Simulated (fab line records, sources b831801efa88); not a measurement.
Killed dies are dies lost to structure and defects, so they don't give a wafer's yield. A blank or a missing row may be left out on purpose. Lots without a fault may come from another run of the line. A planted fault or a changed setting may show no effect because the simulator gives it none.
Split-lot experiment | flow gf180mcu | 5 lots, 23 wafers read, on a route of 602 steps

THE SPLIT
At GF_STI_OXIDATION_29 (stabilise 600 s, purge 300 s, target thk 10 nm), the setting ox_time_s was moved away from the recipe's 1418 s on 15 of the 23 wafers read, by -9.2% to +7.1%. The other wafers ran this setting at the recipe's value.

The reading is taken at the split's own step.

THE READING
SiO2_of_STI_OXIDATION_29.thk_nm (the simulator's own value, which no gauge read), in nm, at GF_STI_OXIDATION_29 (stabilise 600 s, purge 300 s, target thk 10 nm). The file gives no usual value for it. The 8 wafers here that ran the recipe average 9.692 nm, standard deviation 0.12 nm.

wafer  | tool, chamber at the split | ox_time_s as run, s | against the recipe | SiO2_of_STI_OXIDATION_29.thk_nm, nm | against lot-mates on the recipe
L074.1 | -, -                       | 1287                | -9.2%              | 9.436                               | no lot-mate on the recipe
L074.2 | -, -                       | 1287                | -9.2%              | 9.424                               | no lot-mate on the recipe
L074.3 | -, -                       | 1287                | -9.2%              | 9.342                               | no lot-mate on the recipe
L074.5 | -, -                       | 1287                | -9.2%              | 9.198                               | no lot-mate on the recipe
L074.6 | -, -                       | 1287                | -9.2%              | 9.389                               | no lot-mate on the recipe
L076.1 | furnace-01, 0              | 1418                | recipe             | 9.737                               | -
L076.3 | furnace-01, 0              | 1418                | recipe             | 9.689                               | -
L076.6 | furnace-01, 0              | 1418                | recipe             | 9.538                               | -
L080.1 | -, -                       | 1519                | +7.1%              | 10.62                               | no lot-mate on the recipe
L080.2 | -, -                       | 1519                | +7.1%              | 10.64                               | no lot-mate on the recipe
L080.3 | -, -                       | 1519                | +7.1%              | 10.46                               | no lot-mate on the recipe
L080.4 | -, -                       | 1519                | +7.1%              | 10.79                               | no lot-mate on the recipe
L080.5 | -, -                       | 1519                | +7.1%              | 10.61                               | no lot-mate on the recipe
L082.1 | -, -                       | 1418                | recipe             | 9.821                               | -
L082.2 | -, -                       | 1418                | recipe             | 9.875                               | -
L082.3 | -, -                       | 1418                | recipe             | 9.503                               | -
L082.4 | -, -                       | 1418                | recipe             | 9.629                               | -
L082.6 | -, -                       | 1418                | recipe             | 9.742                               | -
L083.1 | -, -                       | 1332                | -6.1%              | 9.532                               | no lot-mate on the recipe
L083.3 | -, -                       | 1332                | -6.1%              | 9.581                               | no lot-mate on the recipe
L083.4 | -, -                       | 1332                | -6.1%              | 9.706                               | no lot-mate on the recipe
L083.5 | -, -                       | 1332                | -6.1%              | 9.477                               | no lot-mate on the recipe
L083.6 | -, -                       | 1332                | -6.1%              | 9.482                               | no lot-mate on the recipe

THE FIT
A straight line over all 23 wafers: SiO2_of_STI_OXIDATION_29.thk_nm changes by +0.0718 nm for each +1% of ox_time_s; r = +0.90; the points scatter about the line by 0.21 nm.
Too few moved wafers have a lot-mate on the recipe to fit a line with each lot's own level taken away.

THE FILE'S OWN FIT
SiO2_of_STI_OXIDATION_29.thk_nm changes by +0.0719 nm for each +1% of ox_time_s, r = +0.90.
